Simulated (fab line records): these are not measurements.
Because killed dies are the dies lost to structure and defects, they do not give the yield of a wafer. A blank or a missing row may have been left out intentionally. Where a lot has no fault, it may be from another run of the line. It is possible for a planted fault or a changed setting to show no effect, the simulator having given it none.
Which tool did it? :: flow gf180mcu :: 42 wafers sampled from 14 lots at 1 step of a route of 602

WHAT THE GAUGES SHOWED, per wafer
The record holds no reading of a measuring or inspecting step that can be judged against a usual standard deviation.

WHICH TOOL RAN EACH LOT (tool, then ch and the chambers of the sampled wafers, then the start)
lot: L572
GF_DUAL_GATE_OXIDATION_15: furnace-01 ch 0, day 8 16:56

lot: L573
GF_DUAL_GATE_OXIDATION_15: furnace-02 ch 0, day 8 22:19

lot: L574
GF_DUAL_GATE_OXIDATION_15: furnace-01 ch 0, day 9 05:08

lot: L575
GF_DUAL_GATE_OXIDATION_15: furnace-02 ch 0, day 9 10:20

lot: L576
GF_DUAL_GATE_OXIDATION_15: furnace-01 ch 0, day 9 19:31

lot: L579
GF_DUAL_GATE_OXIDATION_15: furnace-01, day 10 17:04

lot: L580
GF_DUAL_GATE_OXIDATION_15: furnace-02, day 11 01:56

lot: L585
GF_DUAL_GATE_OXIDATION_15: furnace-01 ch 0, day 12 14:41

lot: L586
GF_DUAL_GATE_OXIDATION_15: furnace-01 ch 0, day 12 17:22

lot: L587
GF_DUAL_GATE_OXIDATION_15: furnace-02 ch 0, day 13 01:00

lot: L588
GF_DUAL_GATE_OXIDATION_15: furnace-01 ch 0, day 13 05:15

lot: L590
GF_DUAL_GATE_OXIDATION_15: furnace-02 ch 0, day 13 21:13

lot: L591
GF_DUAL_GATE_OXIDATION_15: furnace-01 ch 0, day 14 02:16

lot: L594
GF_DUAL_GATE_OXIDATION_15: furnace-01 ch 0, day 15 00:31
- GF_DUAL_GATE_OXIDATION_15: stabilise 600 s, purge 300 s, target thk 7.098 nm.

AS READ BY THE TOOLS THEMSELVES (means over the sampled wafers that have a number; for cases with no such wafer, the mark the record gives instead)
GF_DUAL_GATE_OXIDATION_15.
lot: L572
tool: furnace-01
ox temp c (C): 849.8
ox temp c max: 853.8
zone power lower pct (%): 16.2

lot: L573
tool: furnace-02
ox temp c (C): 850.6
ox temp c max: 858.5
zone power lower pct (%): 15.2

lot: L574
tool: furnace-01
ox temp c (C): 850.0
ox temp c max: 853.6
zone power lower pct (%): 16.2

lot: L575
tool: furnace-02
ox temp c (C): 850.0
ox temp c max: 857.2
zone power lower pct (%): 15.2

lot: L576
tool: furnace-01
ox temp c (C): 849.6
ox temp c max: 853.4
zone power lower pct (%): 16.3

lot: L579
tool: furnace-01
ox temp c (C): -
ox temp c max: -
zone power lower pct (%): -

lot: L580
tool: furnace-02
ox temp c (C): -
ox temp c max: -
zone power lower pct (%): -

lot: L585
tool: furnace-01
ox temp c (C): 849.8
ox temp c max: 853.5
zone power lower pct (%): 16.1

lot: L586
tool: furnace-01
ox temp c (C): 849.6
ox temp c max: 853.1
zone power lower pct (%): 16.1

lot: L587
tool: furnace-02
ox temp c (C): 850.1
ox temp c max: 856.3
zone power lower pct (%): 15.4

lot: L588
tool: furnace-01
ox temp c (C): 849.9
ox temp c max: 853.2
zone power lower pct (%): 16.1

lot: L590
tool: furnace-02
ox temp c (C): 850.2
ox temp c max: 857.4
zone power lower pct (%): 15.2

lot: L591
tool: furnace-01
ox temp c (C): 850.1
ox temp c max: 853.3
zone power lower pct (%): 16.1

lot: L594
tool: furnace-01
ox temp c (C): 849.8
ox temp c max: 853.6
zone power lower pct (%): 16.1

THE ANSWER, worked out from the rows above alone
Rule: the usual values come from the lots themselves. Put in order of their means at a reading, lots are off if they are a third of the lots or fewer, leave a main group of 4 or more, and stand apart from it by a gap of 3 or more times the standard deviation of the main group's means; of several such gaps the widest counts. The tables above print the reading to a certain number of digits; a main group whose means all agree to those digits is not used. Also off: a lot with no number at a reading for which 4 or more lots have one. Any other lot the step has rows for is counted as sound. Order of review: gauges by route order, followed by the tools' own readings, for which a lot's mean as printed above is used. At the first step where some lot is off, the reading lying furthest off is the one used; lots without a number count as furthest.
Off, at GF_DUAL_GATE_OXIDATION_15 on ox temp c: L579, L580. Without a number there: L579, L580. The main group has a mean of 850.0 C with a standard deviation of 0.27.
If a tool, at that step or one of the process steps before it, ran each lot that is off and ran no sound lot following the first of them, it fits. None of those tried fits.

WHAT THE SIMULATOR HAD INSERTED
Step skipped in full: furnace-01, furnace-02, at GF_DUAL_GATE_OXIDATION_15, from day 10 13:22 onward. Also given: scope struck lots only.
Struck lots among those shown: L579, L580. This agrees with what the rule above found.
